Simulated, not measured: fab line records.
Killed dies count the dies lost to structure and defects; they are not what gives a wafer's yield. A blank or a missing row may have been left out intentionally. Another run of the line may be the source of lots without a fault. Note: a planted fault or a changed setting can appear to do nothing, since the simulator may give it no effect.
Which of the tools did it?	flow gf180mcu	12 lots with 36 wafers sampled at 3 steps, on a route of 602 steps

== WHAT THE GAUGES SHOWED, per wafer ==
GF_MIM_RS_MEAS_10: uses a four-point probe to measure.
lot	measured	on	MIM_ALCU_RS (ohm/sq)
L780	day 25 05:30	film metro-03	0.1614 0.1604 0.1611
L781	day 25 09:35	film metro-03	0.1613 0.1591 0.1600
L785	day 26 18:27	film metro-04	0.1601 0.1601 0.1589
L786	day 27 08:36	film metro-04	0.1622 0.1612 0.1614
L787	day 27 15:17	film metro-04	0.1599 0.1613 0.1596
L788	day 27 19:59	film metro-01	0.1593 0.1592 0.1581
L789	day 28 05:00	film metro-01	0.1618 0.1615 0.1605
L790	day 28 11:14	film metro-01	0.1597 0.1595 0.1587
L794	day 29 13:15	film metro-04	0.1609 0.1621 0.1607
L798	day 30 17:05	film metro-04	0.1611 0.1617 0.1610
L799	day 30 21:34	film metro-04	0.1619 0.1612 0.1626
L800	day 31 08:40	film metro-01	0.1622 0.1615 0.1637

GF_V5_OVL_MEAS_15.
lot	measured	on	V5_OVL (nm)
L780	day 27 22:21	overlay-01	1 4 12
L781	day 28 01:19	overlay-02	-2 -12 -2
L785	day 29 07:48	overlay-02	-2 -7 -2
L786	day 29 20:15	overlay-01	2 -9 -3
L787	day 30 02:56	overlay-01	1 6 4
L788	day 30 06:48	overlay-02	6 9 9
L789	day 30 15:17	overlay-01	6 5 5
L790	day 30 21:49	overlay-01	-1 4 1
L794	day 31 20:55	overlay-02	4 5 5
L798	day 32 20:48	overlay-01	-5 -8 -1
L799	day 33 00:56	overlay-02	-11 0 -3
L800	day 33 11:24	overlay-02	-4 6 7

== EACH LOT AND THE TOOL THAT RAN IT (in order: tool; ch and the chambers of the sampled wafers; start) ==
lot	GF_MIM_SPUTTER_09
L780	pvd sputter-02, day 25 05:26
L781	pvd sputter-02, day 25 09:32
L785	pvd sputter-04, day 26 18:24
L786	pvd sputter-04, day 27 08:31
L787	pvd sputter-02, day 27 15:14
L788	pvd sputter-04, day 27 19:55
L789	pvd sputter-02, day 28 04:58
L790	pvd sputter-04, day 28 11:08
L794	pvd sputter-02, day 29 13:13
L798	pvd sputter-04, day 30 17:02
L799	pvd sputter-02, day 30 21:31
L800	pvd sputter-02, day 31 08:38
- GF_MIM_SPUTTER_09: material TiN, target thk 35 nm, time 29.2 s.

== WHAT THE TOOLS THEMSELVES READ (means of the sampled wafers that have a number; where no wafer has one, the mark that the record gives instead) ==
GF_MIM_SPUTTER_09.
lot	tool	throttle valve pct (%)
L780	pvd sputter-02	29.7
L781	pvd sputter-02	29.2
L785	pvd sputter-04	30.3
L786	pvd sputter-04	29.9
L787	pvd sputter-02	28.9
L788	pvd sputter-04	30.2
L789	pvd sputter-02	29.6
L790	pvd sputter-04	30.3
L794	pvd sputter-02	29.8
L798	pvd sputter-04	30.1
L799	pvd sputter-02	29.9
L800	pvd sputter-02	29.7

== THE ANSWER, worked out from the rows above alone ==
Rule: the usual values come from the lots themselves. The widest of any qualifying gaps counts: lots, ordered by their means at a reading, are off when they make up no more than a third of the lots, leave a main group of 4 or more, and stand apart from it by 3 or more times the standard deviation of that group's means. A main group is skipped when, at the precision printed for the reading in the tables above, its means are all equal. A lot without any number at a reading at which 4 lots or more have one is off too. Any other lot the step has rows for is counted as sound. Order of review: gauges by route order, followed by the tools' own readings, for which a lot's mean as printed above is used. The first step at which some lot is off is used, and at that step the reading that is off furthest; a lot without a number counts as furthest.
None of the lots is off at any reading shown; this tells nothing.

== WHAT THE SIMULATOR HAD PUT IN ==
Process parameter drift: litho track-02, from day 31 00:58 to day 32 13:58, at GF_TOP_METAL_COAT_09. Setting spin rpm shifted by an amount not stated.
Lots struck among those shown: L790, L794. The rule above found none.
